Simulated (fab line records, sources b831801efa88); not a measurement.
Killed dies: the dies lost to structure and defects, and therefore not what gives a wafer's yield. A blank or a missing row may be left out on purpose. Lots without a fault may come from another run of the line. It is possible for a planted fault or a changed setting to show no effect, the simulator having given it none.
8D (eight disciplines) problem report, filled in by code -- flow sky130 -- the parts of the form that need people (team, actions taken, sign-off) are left out

1. THE ISSUE
heater_power_total_W at SKY_LDD_P_SOFTBAKE_03 reads a mean of 62.98 W on 6 wafers of 2 lots; wafers without a fault read 56.60 W with a standard deviation of 0.044. So: +99 or more standard deviations from the usual mean.
The step: time 60 s.
Earliest sighting: wafer L810.1 on litho_track-01 at day 22 04:19. The record has a number at this step for 39 wafers belonging to 13 lots. The rule behind "out" and "out of limits": a value lying over 4 standard deviations away from the usual mean. All remaining wafers that have a number are taken as sound.

2. WHAT IT IS, AND WHAT IT ISN'T
question,is,is not
which readings at this step,"heater_power_total_W, run_length_s",-
which lots,"L810, L811","L804, L806, L816, L818, L819, L820, L821, L822, L823, L824, L825"
which wafers of those lots,all that have a number,-
read on which tools,litho_track-01,"litho_track-02, litho_track-03"
when,from day 22 04:19,"up to then (6 sound wafers); but 27 sound wafers of L816, L818, L819, L820, L821, L822, L823, L824, L825 came after"

3. THE SUSPECTS, EACH WITH WHAT RULES IT OUT
Counting: any tool at a process step up to the reading is kept as a suspect provided that every lot that is out went through it and no sound lot did after the first of them.
- litho_track-01 at SKY_LDD_P_SOFTBAKE_03 (time 60 s): ruled out as a lasting fault. Following L810 (day 22 04:19), the first lot on it that is out, the sound lots L821, L822 were run on it.
Left after counting: nothing in the record.

4. THE CAUSE (what the simulator had put in)
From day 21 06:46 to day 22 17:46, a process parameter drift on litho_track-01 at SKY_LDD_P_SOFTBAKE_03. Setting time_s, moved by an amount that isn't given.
Counting ruled it out, wrongly.

5. SEQUENCE OF EFFECTS, ordered by route
Each row: a reading where the mean over the struck wafers with a number is more than 3 standard deviations away from the usual. Scope: only readings with a usual standard deviation given in the record; hours: median across lots of the time from each lot's start at the first step in this table that gives one to its start at this step; sigmas: change in usual standard deviations.
hours,step,reading,usual,on struck wafers,change,sigmas
0,SKY_LDD_P_SOFTBAKE_03,heater_power_total_W,56.60 W,62.98,+6.38,+99 or more
0,SKY_LDD_P_SOFTBAKE_03,run_length_s,89.26 s,73.04,-16.22,-60
Here are the process steps it includes:
- SKY_LDD_P_SOFTBAKE_03: time 60 s.
Later steps that measure or inspect, where all struck wafers having a row at the step show a number for every such reading and not one has moved that far: SKY_LOCAL_INTERCONNECT_RS_MEAS_01, SKY_VIA1_BOW_MEAS_03.

6. HOW IT WOULD HAVE BEEN CAUGHT EARLIER
In this record no reading fell out of limits until day 22 04:19, 22 hours after the fault had begun at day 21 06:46.
